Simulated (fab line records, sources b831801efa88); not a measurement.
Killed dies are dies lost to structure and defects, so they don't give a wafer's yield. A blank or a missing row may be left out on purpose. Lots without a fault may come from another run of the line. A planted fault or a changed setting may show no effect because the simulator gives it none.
fab line records | flow gf180mcu | part 2 of 2: steps 31 to 39 of 39
record lots=5 wafers=15 last_day=33
route steps=602 shown M3@425 V3@429 M4@456
lots that met no fault: from a run of the same line without faults
start_h: hours from the record's first day to the start of the lot's first wafer shown | wait_h: hours since the lot's step before | " the same as in the row above | L1.1+2: a row that stands for several wafers | - no value, or no start given | * or withheld: withheld | < > ~ a bound
route shown NAME@n: a module of which the file shows steps, and the number in the route of the first | usual: mean/standard deviation of fault-free wafers | same: alike in all rows | chamber/n: place in a boat | sites: the reading at each site | _std_site: their standard deviation | _edge_site: outer sites' mean less inner sites' | radius_mm: how far each site lies from the wafer's centre | mask NAME#n: copy n | behind: the tool/chamber that last shaped the wafer | hold: why the lot was held/for how many hours/how that ended | device: the transistor (n, p or np) that didn't switch | end of line: the same wafers' tests at the end of the route | a step without rows: its recipe alone | killed: dies lost to structure and defects at the first sort, not the wafer's yield | map: a wafer's dies, x killed, . not, _ none there
set.NAME: the setting as run; set.NAME@STEP: as run at that earlier step | model.NAME: the simulator's own value behind a step, which no gauge read
lots at some steps of the route; a table a step, a row a wafer
services: from which hour (start_h, from the record's first day; less than 0 if before it) a tool's chamber was out of use, for how many hours, and why
## steps
# step GF_V3_CMP_26
# recipe stop_on=SiO2 down_force_psi=3.5 platen_rpm=60 t_overpolish_s=15 target_thk_nm=0 pad_velocity_m_s=0.94248
# usual motor_current_A=11.2/1 overpolish_run_s=15.000/0.0085 slurry_filter_dp_kPa=13.49/0.14 time_to_endpoint_s=86.4/2.7
# columns lot.wafer tool chamber start_h wait_h motor_current_A overpolish_run_s slurry_filter_dp_kPa time_to_endpoint_s
L082.4 cmp-01 2 588.03 0.1 12.4 14.995 13.24 83.4
L082.1 " 0 " " 11.4 15.010 13.41 86.9
L082.6 " 1 " " 11.2 14.997 13.61 85.6
L085.2 cmp-02 2 608.73 0.0 12.3 15.009 13.54 83.6
L085.3 " 3 " " 10.6 14.994 13.43 89.9
L085.4 " 0 " " 9.5 15.002 13.35 88.0
L091.2 cmp-02 0 652.13 0.1 9.9 15.001 13.79 94.3
L091.5 " 2 " " 12.8 14.987 13.60 89.1
L091.6 " 3 " " 11.7 15.013 13.22 89.0
L092.3 cmp-02 2 661.41 0.1 11.9 14.984 13.46 85.1
L092.1 " 3 " " 11.2 14.980 13.43 89.0
L092.4 " 0 " " 9.9 14.991 13.62 85.4
L093.1 cmp-02 2 664.06 0.1 12.4 15.004 13.68 87.6
L093.4 " 3 " " 11.5 14.989 13.37 84.8
L093.5 " 3 " " 11.7 14.984 13.57 86.7
# step GF_M4_SPUTTER_00
# recipe material=Ti target_thk_nm=37.5 arriving_ion_energy_ev=80 substrate_temp_c=200 chamber_pressure_pa=2 power_w=4000 time_s=150
# usual throttle_valve_pct=29.8/0.91
# columns lot.wafer tool chamber start_h wait_h throttle_valve_pct
L082.1 pvd_sputter-02 - 588.28 0.1 30.0
L082.4 " - " " 30.2
L082.6 " - " " 30.1
L085.2 pvd_sputter-01 - 609.03 0.2 29.4
L085.3 " - " " 28.8
L085.4 " - " " 31.0
L091.2 pvd_sputter-01 - 652.33 0.1 28.7
L091.5 " - " " 29.6
L091.6 " - " " 28.6
L092.1 pvd_sputter-04 - 661.66 0.1 30.1
L092.3 " - " " 29.7
L092.4 " - " " 30.5
L093.1 pvd_sputter-02 - 664.36 0.2 30.6
L093.4 " - " " 30.2
L093.5 " - " " 28.4
# step GF_M4_SPUTTER_01
# recipe material=TiN target_thk_nm=30 power_w=6500 time_s=25 chamber_pressure_pa=0.4
# usual throttle_valve_pct=29.8/0.94
# columns lot.wafer tool chamber start_h wait_h throttle_valve_pct
L082.1 pvd_sputter-02 - 588.38 0.1 29.9
L082.4 " - " " 30.3
L082.6 " - " " 30.1
L085.2 pvd_sputter-01 - 609.13 0.1 29.5
L085.3 " - " " 28.4
L085.4 " - " " 31.3
L091.2 pvd_sputter-01 - 652.43 0.1 28.7
L091.5 " - " " 29.5
L091.6 " - " " 28.5
L092.1 pvd_sputter-04 - 661.76 0.1 29.9
L092.3 " - " " 29.9
L092.4 " - " " 30.7
L093.1 pvd_sputter-02 - 664.46 0.1 30.6
L093.4 " - " " 30.4
L093.5 " - " " 28.5
# step GF_M4_SPUTTER_02
# recipe material=AlCu target_thk_nm=450 power_w=10600 time_s=23.9 chamber_pressure_pa=0.4
# usual throttle_valve_pct=29.8/0.91
# columns lot.wafer tool chamber start_h wait_h throttle_valve_pct
L082.1 pvd_sputter-02 - 588.41 0.0 30.3
L082.4 " - " " 30.0
L082.6 " - " " 30.2
L085.2 pvd_sputter-01 - 609.16 0.0 29.1
L085.3 " - " " 28.8
L085.4 " - " " 31.2
L091.2 pvd_sputter-01 - 652.46 0.0 28.8
L091.5 " - " " 29.5
L091.6 " - " " 28.5
L092.1 pvd_sputter-04 - 661.79 0.0 29.7
L092.3 " - " " 29.5
L092.4 " - " " 30.5
L093.1 pvd_sputter-02 - 664.49 0.0 30.6
L093.4 " - " " 29.8
L093.5 " - " " 28.5
# step GF_M4_SPUTTER_03
# recipe material=Ti target_thk_nm=10 substrate_temp_c=300 chamber_pressure_pa=0.3 power_w=3000 time_s=6.7
# usual throttle_valve_pct=29.8/0.91
# columns lot.wafer tool chamber start_h wait_h throttle_valve_pct
L082.1 pvd_sputter-02 - 588.44 0.0 30.3
L082.4 " - " " 30.1
L082.6 " - " " 30.2
L085.2 pvd_sputter-01 - 609.19 0.0 29.2
L085.3 " - " " 28.6
L085.4 " - " " 31.2
L091.2 pvd_sputter-01 - 652.49 0.0 28.8
L091.5 " - " " 29.3
L091.6 " - " " 28.7
L092.1 pvd_sputter-04 - 661.82 0.0 30.0
L092.3 " - " " 29.5
L092.4 " - " " 30.6
L093.1 pvd_sputter-02 - 664.52 0.0 30.6
L093.4 " - " " 30.0
L093.5 " - " " 28.4
# step GF_M4_SPUTTER_04
# recipe material=TiN target_thk_nm=50 power_w=6500 time_s=41.7 chamber_pressure_pa=0.4
# usual throttle_valve_pct=29.8/0.91
# columns lot.wafer tool chamber start_h wait_h throttle_valve_pct
L082.1 pvd_sputter-02 - 588.46 0.0 30.2
L082.4 " - " " 30.1
L082.6 " - " " 30.1
L085.2 pvd_sputter-01 - 609.21 0.0 29.4
L085.3 " - " " 28.4
L085.4 " - " " 31.2
L091.2 pvd_sputter-01 - 652.51 0.0 29.0
L091.5 " - " " 29.3
L091.6 " - " " 28.8
L092.1 pvd_sputter-04 - 661.84 0.0 29.8
L092.3 " - " " 29.2
L092.4 " - " " 30.4
L093.1 pvd_sputter-02 - 664.54 0.0 30.6
L093.4 " - " " 30.3
L093.5 " - " " 28.5
# step GF_M4_RS_MEAS_05
# recipe thk_meas_gauge=four-point-probe reads=TiN_of_M4_SPUTTER_04+Ti_of_M4_SPUTTER_03+AlCu_of_M4_SPUTTER_02+TiN_of_M4_SPUTTER_01+Ti_of_M4_SPUTTER_00
# usual M4_ALCU_RS=0.0696/0.00057
# columns lot.wafer tool chamber start_h wait_h M4_ALCU_RS[ohm/sq]
L082.1 film_metro-01 - 588.50 0.0 0.0704
L082.4 " - " " 0.0700
L082.6 " - " " 0.0697
L085.2 film_metro-01 - 609.27 0.0 0.0700
L085.3 " - " " 0.0687
L085.4 " - " " 0.0692
L091.2 film_metro-01 - 652.57 0.0 0.0703
L091.5 " - " " 0.0692
L091.6 " - " " 0.0692
L092.1 film_metro-01 - 661.88 0.0 0.0701
L092.3 " - " " 0.0692
L092.4 " - " " 0.0697
L093.1 film_metro-03 - 664.58 0.0 0.0705
L093.4 " - " " 0.0696
L093.5 " - " " 0.0692
# step GF_M4_THK_MEAS_06
# recipe thk_meas_gauge=xrf reads=AlCu_of_M4_SPUTTER_02
# usual M4_ALCU_THK=456/4.5
# columns lot.wafer tool chamber start_h wait_h M4_ALCU_THK[nm]
L082.1 film_metro-01 - 588.62 0.1 453
L082.4 " - " " 453
L082.6 " - " " 455
L085.2 film_metro-01 - 609.38 0.1 457
L085.3 " - " " 462
L085.4 " - " " 459
L091.2 film_metro-01 - 652.68 0.1 451
L091.5 " - " " 457
L091.6 " - " " 456
L092.1 film_metro-01 - 662.00 0.1 454
L092.3 " - " " 458
L092.4 " - " " 454
L093.1 film_metro-03 - 664.70 0.1 448
L093.4 " - " " 454
L093.5 " - " " 457
# step GF_M4_DEHYDRATE_07
# recipe temp_c=200 time_s=60
# columns lot.wafer tool chamber start_h wait_h
L082.1+4+6 litho_track-01 0 598.77 10.1
L085.2+3+4 litho_track-01 0 618.89 9.5
L091.2+5+6 litho_track-04 0 661.93 9.2
L092.1+3+4 litho_track-01 0 670.62 8.6
L093.1+4+5 litho_track-01 0 673.42 8.7
## services
# columns tool chamber start_h hours kind
krf_scanner-01 - 542.08 1.0 pm
pvd_sputter-04 - 546.42 4.4 repair
krf_scanner-01 - 556.71 0.9 repair
cmp-02 - 557.37 0.5 repair
wet_bench-03 - 564.61 1.5 repair
pvd_sputter-04 - 567.73 5.6 repair
cmp-02 - 572.13 4.0 pm
cmp-02 - 576.13 14.3 pm
krf_scanner-01 - 584.04 1.3 repair
plasma_asher-03 - 585.79 0.3 repair
cmp-02 - 593.28 1.7 repair
cmp-02 - 597.85 2.4 repair
hdpcvd-02 - 605.39 2.7 repair
rie_diel-02 - 622.31 1.3 repair
cvd_w-01 - 626.63 14.6 pm
cmp-01 - 628.39 0.4 repair
rie_diel-01 - 645.28 0.4 repair
pvd_sputter-02 - 648.72 4.1 repair
pvd_sputter-01 - 652.78 1.7 repair
pvd_sputter-01 - 653.02 34.4 repair
rie_diel-02 3 661.62 9.9 repair
pvd_sputter-04 - 665.37 3.4 repair
rie_diel-02 0 669.32 3.2 repair
cmp-02 - 672.23 1.0 repair
